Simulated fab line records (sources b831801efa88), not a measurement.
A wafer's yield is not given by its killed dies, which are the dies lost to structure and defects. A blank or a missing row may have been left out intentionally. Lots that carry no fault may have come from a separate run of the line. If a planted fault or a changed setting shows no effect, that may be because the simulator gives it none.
Chamber matching | flow gf180mcu | GF_V1_CMP_26 on cmp-01 has 4 sister chambers
The step polishes, stops on SiO2, t overpolish 15 s, target thk 0 nm. 4 wafers are shown with their chamber, then 8 later ones without.

== EACH WAFER AND ITS CHAMBER ==
wafer  | chamber | motor-current-A (A)
L337.3 | 2       | 9.0
L337.6 | 1       | 12.4
L347.2 | 0       | 11.4
L348.1 | 3       | 10.0

== WAFERS WITHOUT THEIR CHAMBER ==
wafer  | motor-current-A (A)
L348.2 | 11.3
L348.4 | 9.6
L350.1 | 11.3
L350.3 | 12.4
L350.6 | 9.4
L353.1 | 9.1
L353.3 | 12.9
L353.6 | 9.5

== WHICH CHAMBER EACH ONE RAN IN ==
wafer  | from the rows above     | in truth
L348.2 | 0                       | 0
L348.4 | can't be placed: 3 or 2 | 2
L350.1 | 0                       | 0
L350.3 | 1                       | 1
L350.6 | can't be placed: 2 or 3 | 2
L353.1 | 2                       | 2
L353.3 | 1                       | 1
L353.6 | can't be placed: 2 or 3 | 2
Placed correctly: 5 of 8. Unplaceable from these rows: 3, with the true chamber sitting among the candidates in 3. Number placed wrongly: 0.
How it was worked out, from the rows above alone: a wafer's distance from a chamber is the root of the sum, over the readings, of the square of ((its reading less the chamber's mean) divided by the reading's scatter). The wafer belongs to the nearest chamber; if the next one is less than 2 further off, it can't be placed. A chamber's mean is the mean of its shown wafers. The scatter: root of mean squared gap, hidden wafer to nearest shown wafer, with one shown wafer a chamber.
